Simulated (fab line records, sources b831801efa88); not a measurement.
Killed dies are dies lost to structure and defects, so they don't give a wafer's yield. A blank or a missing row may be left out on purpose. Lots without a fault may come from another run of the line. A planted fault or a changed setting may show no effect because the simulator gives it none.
Split-lot experiment | flow sky130 | 5 lots, 23 wafers read, on a route of 708 steps

THE SPLIT
At SKY_CONTACT_CMP_27 (polishes, stops on SiO2, t overpolish 15 s, target thk 0 nm), the setting t_overpolish_s was moved away from the recipe's 15 s on 8 of the 23 wafers read, by -12.5% to +17.2%. The other wafers ran this setting at the recipe's value.

The reading is taken at the split's own step.

THE READING
overpolish_run_s, in s, at SKY_CONTACT_CMP_27 (polishes, stops on SiO2, t overpolish 15 s, target thk 0 nm). Fault-free wafers of this fab line usually give 15.000 s, standard deviation 0.0091 s.

wafer  | tool, chamber at the split | t_overpolish_s as run, s | against the recipe | overpolish_run_s, s | against lot-mates on the recipe
L078.3 | cmp-01, 3                  | 15                       | recipe             | 15.009              | -
L078.2 | cmp-01, 0                  | 15                       | recipe             | 15.002              | -
L078.6 | cmp-01, 2                  | 15                       | recipe             | 14.997              | -
L079.2 | cmp-01, 2                  | 15                       | recipe             | 14.999              | -
L079.1 | cmp-01, 0                  | 13.82                    | -7.9%              | 13.821              | -1.178
L079.4 | cmp-01, 1                  | 13.82                    | -7.9%              | 13.824              | -1.175
L079.5 | cmp-01, 2                  | 13.82                    | -7.9%              | 13.807              | -1.192
L079.6 | cmp-01, 3                  | 15                       | recipe             | 14.999              | -
L080.4 | cmp-02, 0                  | 15                       | recipe             | 15.006              | -
L080.1 | cmp-02, 1                  | 15                       | recipe             | 15.003              | -
L080.2 | cmp-02, 2                  | 15                       | recipe             | 15.012              | -
L080.5 | cmp-02, 3                  | 15                       | recipe             | 14.999              | -
L080.6 | cmp-02, 0                  | 15                       | recipe             | 14.987              | -
L081.4 | cmp-01, 3                  | 15                       | recipe             | 15.003              | -
L081.3 | cmp-01, 0                  | 15                       | recipe             | 15.007              | -
L081.1 | cmp-01, 1                  | 15                       | recipe             | 14.997              | -
L081.2 | cmp-01, 2                  | 17.58                    | +17.2%             | 17.574              | +2.572
L081.5 | cmp-01, 0                  | 17.58                    | +17.2%             | 17.580              | +2.578
L085.2 | cmp-01, 2                  | 15                       | recipe             | 15.006              | -
L085.3 | cmp-01, 3                  | 15                       | recipe             | 15.005              | -
L085.4 | cmp-01, 0                  | 13.13                    | -12.5%             | 13.129              | -1.877
L085.1 | cmp-01, 1                  | 13.13                    | -12.5%             | 13.131              | -1.875
L085.5 | cmp-01, 3                  | 13.13                    | -12.5%             | 13.126              | -1.880

THE FIT
A straight line over all 23 wafers: overpolish_run_s changes by +0.15 s for each +1% of t_overpolish_s; r = +1.00; the points scatter about the line by 0.0062 s.
The same after taking each lot's own level away (the mean of its wafers on the recipe; 23 wafers): +0.15 s for each +1%; r = +1.00; scatter 0.0062 s.
On that fit, the largest move of t_overpolish_s shifts the reading by 2.6 s.
The lots' own levels span 14.9990 to 15.0055 s, that is 0.7 times the standard deviation above.
So the lot-to-lot level changes the slope little: the two slopes agree.
Check: with one of the wafers moved furthest among these (+17.2%) left out of the fit, the line predicts +2.58 s for it against its lot-mates. It came out at +2.57 s against them.
Tool readings at the split's step, against how far the setting was moved: overpolish_run_s r = +1.00.

OTHER SPLITS ON THESE WAFERS
These wafers also went through other splits before the reading. Each is held against what the fit with the lots' levels taken away leaves over:
other split on the same wafers                | wafers away from the commonest value | r with overpolish_run_s (lot level and that fit taken away)
SKY_LI_CONTACT_ETCH_15 bias_w                 | 5                                    | -0.04
SKY_LI_CONTACT_SPUTTER_19 chamber_pressure_pa | 15                                   | +0.21
SKY_LOCAL_INTERCONNECT_COAT_05 resist_thk_nm  | 8                                    | +0.14
SKY_LOCAL_INTERCONNECT_ETCH_13 ion_energy_ev  | 4                                    | +0.05
SKY_CONTACT_ETCH_16 time_s                    | 11                                   | -0.18

THE FILE'S OWN FIT
overpolish_run_s changes by +0.15 s for each +1% of t_overpolish_s, r = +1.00.
